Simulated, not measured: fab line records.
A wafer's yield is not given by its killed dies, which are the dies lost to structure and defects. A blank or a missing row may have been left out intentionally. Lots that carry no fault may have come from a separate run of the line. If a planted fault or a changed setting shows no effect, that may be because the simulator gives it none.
What tool caused it? | flow sky130 | 43 wafers from 15 lots sampled at 2 of the route's 708 steps

WHAT EACH GAUGE READ, for each wafer
SKY_GATE_OXIDE_TW_MEAS_14. Usual: GATE_OXIDE_TW typically reads 224.5, with standard deviation 1.6.
lot  | measured     | on            | GATE_OXIDE_TW     | flag
L230 | day 13 23:49 | film_metro-03 | 225.0 225.9 224.5 |
L231 | day 14 02:58 | film_metro-02 | 221.7 221.3 221.7 |
L233 | day 14 21:44 | film_metro-02 | 222.1 221.0 223.6 |
L234 | day 15 06:44 | film_metro-04 | 224.3 225.0 224.1 |
L235 | day 15 13:08 | film_metro-02 | 221.9 222.1 223.0 |
L236 | day 15 20:15 | film_metro-04 | 223.7 225.4 225.9 |
L237 | day 16 05:06 | film_metro-03 | 224.8 223.6 224.9 |
L240 | day 17 02:50 | film_metro-04 | 225.1 224.7 224.6 |
L244 | day 18 12:32 | film_metro-03 | 225.3 226.5 30.2  | OFF
L246 | day 19 07:23 | film_metro-02 | 29.8 221.6        | OFF
L247 | day 19 19:24 | film_metro-04 | 227.4 30.2        | OFF
L249 | day 20 12:47 | film_metro-02 | 221.9 221.9 222.9 |
L251 | day 21 05:35 | film_metro-03 | 225.1 225.1 223.6 |
L252 | day 21 13:03 | film_metro-04 | 226.3 227.5 226.5 |
L253 | day 22 18:43 | film_metro-03 | 226.8 226.0 225.5 |

TOOL THAT RAN EACH LOT (tool first, then ch and the chambers of the sampled wafers, then the start)
lot  | SKY_GATE_OXIDE_DEVELOP_09
L230 | litho_track-02 ch 0, day 13 23:18
L231 | litho_track-01 ch 0, day 14 02:26
L233 | litho_track-02 ch 0, day 14 21:12
L234 | litho_track-04 ch 0, day 15 06:11
L235 | litho_track-02 ch 0, day 15 12:36
L236 | litho_track-02 ch 0, day 15 19:44
L237 | litho_track-02 ch 0, day 16 04:35
L240 | litho_track-01 ch 0, day 17 02:19
L244 | litho_track-04 ch 0, day 18 12:01
L246 | litho_track-04 ch 0, day 19 06:50
L247 | litho_track-04 ch 0, day 19 18:53
L249 | litho_track-02 ch 0, day 20 12:15
L251 | litho_track-01 ch 0, day 21 05:04
L252 | litho_track-01 ch 0, day 21 12:31
L253 | litho_track-04 ch 0, day 22 18:11
- SKY_GATE_OXIDE_DEVELOP_09: develop time 60 s.

WHAT THE TOOLS THEMSELVES READ (means of the sampled wafers that have a number; where no wafer has one, the mark that the record gives instead)
The record holds no such reading with a usual standard deviation.

THE ANSWER, worked out from the rows above alone
Rule: a lot is off if the mean of its wafers that have a number lies more than 3 standard deviations from the usual mean. Also off: a lot with no number at a reading for which 4 or more lots have one. Any other lot the step has rows for is counted as sound. First the gauges in route order, then the tools' own readings, where a lot's mean is used as printed above. At the first step where some lot is off, the reading lying furthest off is the one used; lots without a number count as furthest.
Off: L244, L246, L247, at SKY_GATE_OXIDE_TW_MEAS_14 (GATE_OXIDE_TW).
If a tool, at a process step before that reading, ran all the lots that are off and no sound lot after the first of them, it fits. Those tools and the gauges at SKY_GATE_OXIDE_TW_MEAS_14 are tried in the same way. Not one of the candidates tried fits.

WHAT THE SIMULATOR HAD PUT IN
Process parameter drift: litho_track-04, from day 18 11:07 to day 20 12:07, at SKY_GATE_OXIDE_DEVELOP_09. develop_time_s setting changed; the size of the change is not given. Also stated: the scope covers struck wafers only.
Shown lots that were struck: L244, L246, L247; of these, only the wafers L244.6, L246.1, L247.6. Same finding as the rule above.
